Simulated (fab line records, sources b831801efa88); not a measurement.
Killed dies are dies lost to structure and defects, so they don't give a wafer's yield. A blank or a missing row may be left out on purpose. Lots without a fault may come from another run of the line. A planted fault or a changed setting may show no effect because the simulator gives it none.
Which tool did it? | flow gf180mcu | 24 lots, 72 wafers sampled, at 4 steps of a route of 602

WHAT THE GAUGES READ, wafer by wafer
GF_MVSD_OVL_MEAS_07. Usual: MVSD_OVL 0.2 nm, standard deviation 1.2.
lot  | measured     | on         | MVSD_OVL (nm)  | flag
L074 | day 4 09:58  | overlay-02 | 0.2 -0.9 -1.9  |
L075 | day 4 15:52  | overlay-02 | -0.6 -0.4 0.3  |
L076 | day 5 01:40  | overlay-02 | -0.7 -0.9 -0.2 |
L077 | day 5 04:23  | overlay-02 | 0.3 1.8 1.5    |
L078 | day 5 11:22  | overlay-02 | 2.2 3.5 2.2    |
L079 | day 5 19:04  | overlay-02 | 1.2 -0.6 0.5   |
L080 | day 6 01:10  | overlay-01 | 0.9 -0.5 -0.5  |
L081 | day 6 03:55  | overlay-01 | -0.2 -1.8 0.4  |
L082 | day 6 09:26  | overlay-02 | -0.7 -0.5 1.8  |
L083 | day 6 16:01  | overlay-01 | 0.2 2.1 1.9    |
L084 | day 6 21:01  | overlay-01 | -0.1 0.6 -0.2  |
L085 | day 7 01:28  | overlay-02 | -0.3 -1.1 0.9  |
L086 | day 7 09:01  | overlay-02 | 2.0 0.8 0.7    |
L087 | day 7 13:07  | overlay-01 | 1.5 0.5 1.4    |
L088 | day 7 20:31  | overlay-02 | 0.5 0.1 2.1    |
L089 | day 8 04:13  | overlay-01 | -2.0 -1.4 -1.7 |
L090 | day 8 06:49  | overlay-02 | 0.5 0.9 -1.2   |
L091 | day 8 13:19  | overlay-01 | 0.7 1.2 0.3    |
L092 | day 8 21:46  | overlay-01 | -1.3 -3.0 0.0  |
L093 | day 9 04:40  | overlay-02 | 1.3 1.7 1.5    |
L094 | day 9 08:34  | overlay-02 | 0.7 -1.1 -0.7  |
L095 | day 9 12:43  | overlay-01 | -0.4 0.6 -0.4  |
L096 | day 9 20:52  | overlay-01 | 1.5 1.2 1.5    |
L097 | day 10 06:25 | overlay-02 | -0.6 -0.2 -0.6 |

GF_M1_CD_MEAS_14: target cd 230 nm. Usual: cd_nm 229.6 nm, standard deviation 1.1.
lot  | measured     | on        | cd_nm (nm)        | flag
L074 | day 17 01:21 | cd_sem-02 | 231.8 231.6 230.5 |
L075 | day 17 12:04 | cd_sem-02 | 230.0 228.9 228.0 |
L076 | day 18 08:52 | cd_sem-02 | 228.9 228.0 228.3 |
L077 | day 18 11:34 | cd_sem-01 | 227.3 229.4 228.6 |
L078 | day 18 19:38 | cd_sem-02 | 229.5 230.2 230.6 |
L079 | day 19 06:49 | cd_sem-02 | 230.5 230.1 230.2 |
L080 | day 19 15:11 | cd_sem-01 | 228.6 228.8 229.5 |
L081 | day 19 23:25 | cd_sem-01 | 230.8 230.8 229.5 |
L082 | day 20 03:09 | cd_sem-01 | 228.3 228.3 228.2 |
L083 | day 20 19:14 | cd_sem-02 | 230.8 230.9 229.2 |
L084 | day 21 07:04 | cd_sem-01 | 228.6 229.3 228.9 |
L085 | day 21 05:29 | cd_sem-01 | 230.9 231.3 231.4 |
L086 | day 21 20:10 | cd_sem-01 | 230.8 231.5 230.5 |
L087 | day 22 02:49 | cd_sem-01 | 230.5 231.5 230.7 |
L088 | day 22 12:02 | cd_sem-02 | 229.3 230.4 230.2 |
L089 | day 22 20:38 | cd_sem-01 | 228.0 228.5 227.3 |
L090 | day 22 21:52 | cd_sem-01 | 229.3 229.3 229.8 |
L091 | day 23 13:59 | cd_sem-02 | 230.0 228.8 229.1 |
L092 | day 24 01:27 | cd_sem-02 | 229.4 230.3 229.4 |
L093 | day 24 13:28 | cd_sem-02 | 229.9 229.3 229.9 |
L094 | day 24 15:01 | cd_sem-01 | 229.9 229.7 230.3 |
L095 | day 24 17:56 | cd_sem-02 | 229.9 229.8 228.0 |
L096 | day 25 07:47 | cd_sem-01 | 230.5 231.3 230.0 |
L097 | day 25 17:17 | cd_sem-01 | 228.0 227.7 228.3 |

WHICH TOOL RAN EACH LOT (tool, then ch and the chambers of the sampled wafers, then the start)
lot  | GF_POLY_GATE_STRIP_14                | GF_M1_SPUTTER_04
L074 | plasma_asher-02 ch 0,1, day 9 04:50  | pvd_sputter-04, day 16 02:41
L075 | plasma_asher-01 ch 0,1, day 9 11:40  | pvd_sputter-04, day 16 12:59
L076 | plasma_asher-04 ch 0,1, day 10 02:16 | pvd_sputter-02, day 17 08:46
L077 | plasma_asher-01 ch 0,1, day 10 05:18 | pvd_sputter-04, day 17 11:20
L078 | plasma_asher-04 ch 0,1, day 10 11:22 | pvd_sputter-01, day 17 19:56
L079 | plasma_asher-02 ch 0,1, day 10 20:29 | pvd_sputter-01, day 18 06:22
L080 | plasma_asher-02 ch 0,1, day 11 04:32 | pvd_sputter-01, day 18 14:53
L081 | plasma_asher-01 ch 0,1, day 11 08:41 | pvd_sputter-01, day 18 22:50
L082 | plasma_asher-02 ch 0,1, day 11 13:25 | pvd_sputter-04, day 19 03:08
L083 | plasma_asher-01 ch 0,1, day 12 00:11 | pvd_sputter-04, day 19 19:28
L084 | plasma_asher-01 ch 0,1, day 12 06:52 | pvd_sputter-01, day 20 07:11
L085 | plasma_asher-01 ch 0,1, day 12 10:01 | pvd_sputter-01, day 20 05:34
L086 | plasma_asher-04 ch 0,1, day 12 20:16 | pvd_sputter-04, day 20 20:11
L087 | plasma_asher-02 ch 0,1, day 13 02:34 | pvd_sputter-02, day 21 03:07
L088 | plasma_asher-04 ch 1, day 13 12:10   | pvd_sputter-01, day 21 12:14
L089 | plasma_asher-01 ch 0,1, day 13 21:32 | pvd_sputter-01, day 21 21:48
L090 | plasma_asher-04 ch 0,1, day 13 23:19 | pvd_sputter-02, day 21 22:17
L091 | plasma_asher-01 ch 0,1, day 14 08:49 | pvd_sputter-02, day 22 15:01
L092 | plasma_asher-04 ch 0,1, day 14 19:04 | pvd_sputter-01, day 23 03:08
L093 | plasma_asher-02 ch 0,1, day 15 04:25 | pvd_sputter-02, day 23 14:38
L094 | plasma_asher-04 ch 0,1, day 15 08:07 | pvd_sputter-04, day 23 16:24
L095 | plasma_asher-02 ch 1, day 15 13:14   | pvd_sputter-01, day 23 19:57
L096 | plasma_asher-04 ch 0,1, day 16 03:25 | pvd_sputter-01, day 24 09:44
L097 | plasma_asher-04 ch 0,1, day 16 13:11 | pvd_sputter-01, day 24 19:53
- GF_POLY_GATE_STRIP_14: strips in O2/N2.
- GF_M1_SPUTTER_04: material TiN, target thk 50 nm, time 41.7 s.

WHAT THE TOOLS THEMSELVES READ (means of the sampled wafers that have a number; where no wafer has one, the mark that the record gives instead)
GF_POLY_GATE_STRIP_14. Usual: drypump_motor_current_A 5.38 A, standard deviation 0.23; heater_power_w 346 W, standard deviation 57; oes_product_au 0.505 a.u., standard deviation 0.0046.
lot  | tool            | drypump_motor_current_A (A) | heater_power_w (W) | oes_product_au (a.u.) | flag
L074 | plasma_asher-02 | 5.27                        | 299                | 0.506                 |
L075 | plasma_asher-01 | 5.54                        | 345                | 0.506                 |
L076 | plasma_asher-04 | 5.47                        | 354                | 0.501                 |
L077 | plasma_asher-01 | 5.43                        | 339                | 0.504                 |
L078 | plasma_asher-04 | 5.26                        | 407                | 0.507                 |
L079 | plasma_asher-02 | 5.24                        | 298                | 0.504                 |
L080 | plasma_asher-02 | 5.31                        | 307                | 0.502                 |
L081 | plasma_asher-01 | 5.42                        | 332                | 0.508                 |
L082 | plasma_asher-02 | 5.32                        | 310                | 0.507                 |
L083 | plasma_asher-01 | 5.52                        | 336                | 0.504                 |
L084 | plasma_asher-01 | 5.39                        | 338                | 0.506                 |
L085 | plasma_asher-01 | 5.38                        | 337                | 0.503                 |
L086 | plasma_asher-04 | 5.27                        | 412                | 0.503                 |
L087 | plasma_asher-02 | 5.26                        | 299                | 0.508                 |
L088 | plasma_asher-04 | 5.10                        | 455                | 0.505                 |
L089 | plasma_asher-01 | 5.38                        | 336                | 0.506                 |
L090 | plasma_asher-04 | 5.45                        | 362                | 0.504                 |
L091 | plasma_asher-01 | 5.54                        | 343                | 0.507                 |
L092 | plasma_asher-04 | 5.46                        | 368                | 0.509                 |
L093 | plasma_asher-02 | 5.27                        | 299                | 0.507                 |
L094 | plasma_asher-04 | 5.45                        | 360                | 0.504                 |
L095 | plasma_asher-02 | 5.20                        | 290                | 0.503                 |
L096 | plasma_asher-04 | 5.26                        | 410                | 0.506                 |
L097 | plasma_asher-04 | 5.47                        | 359                | 0.504                 |

GF_M1_SPUTTER_04. Usual: throttle_valve_pct 31.0 %, standard deviation 0.66.
lot  | tool           | throttle_valve_pct (%) | flag
L074 | pvd_sputter-04 | 30.6                   |
L075 | pvd_sputter-04 | 30.3                   |
L076 | pvd_sputter-02 | 31.6                   |
L077 | pvd_sputter-04 | 30.7                   |
L078 | pvd_sputter-01 | 30.9                   |
L079 | pvd_sputter-01 | 30.6                   |
L080 | pvd_sputter-01 | 30.9                   |
L081 | pvd_sputter-01 | 31.3                   |
L082 | pvd_sputter-04 | 30.5                   |
L083 | pvd_sputter-04 | 30.6                   |
L084 | pvd_sputter-01 | 30.8                   |
L085 | pvd_sputter-01 | 31.0                   |
L086 | pvd_sputter-04 | 30.3                   |
L087 | pvd_sputter-02 | 31.9                   |
L088 | pvd_sputter-01 | 30.7                   |
L089 | pvd_sputter-01 | 30.6                   |
L090 | pvd_sputter-02 | 31.9                   |
L091 | pvd_sputter-02 | 31.9                   |
L092 | pvd_sputter-01 | 30.8                   |
L093 | pvd_sputter-02 | 31.6                   |
L094 | pvd_sputter-04 | 30.4                   |
L095 | pvd_sputter-01 | 30.5                   |
L096 | pvd_sputter-01 | 30.7                   |
L097 | pvd_sputter-01 | 31.2                   |

THE ANSWER, worked out from the rows above alone
Rule: a lot is off if the mean of its wafers that have a number lies more than 3 standard deviations from the usual mean. A lot without any number at a reading at which 4 lots or more have one is off too. The other lots that the step has rows for count as sound. The gauges are gone through in route order, then the tools' own readings, and for those a lot's mean is taken as printed above. The first step at which some lot is off is used, and at that step the reading that is off furthest; a lot without a number counts as furthest.
No lot is off at any reading shown: from this, nothing can be told.

WHAT THE SIMULATOR HAD PUT IN
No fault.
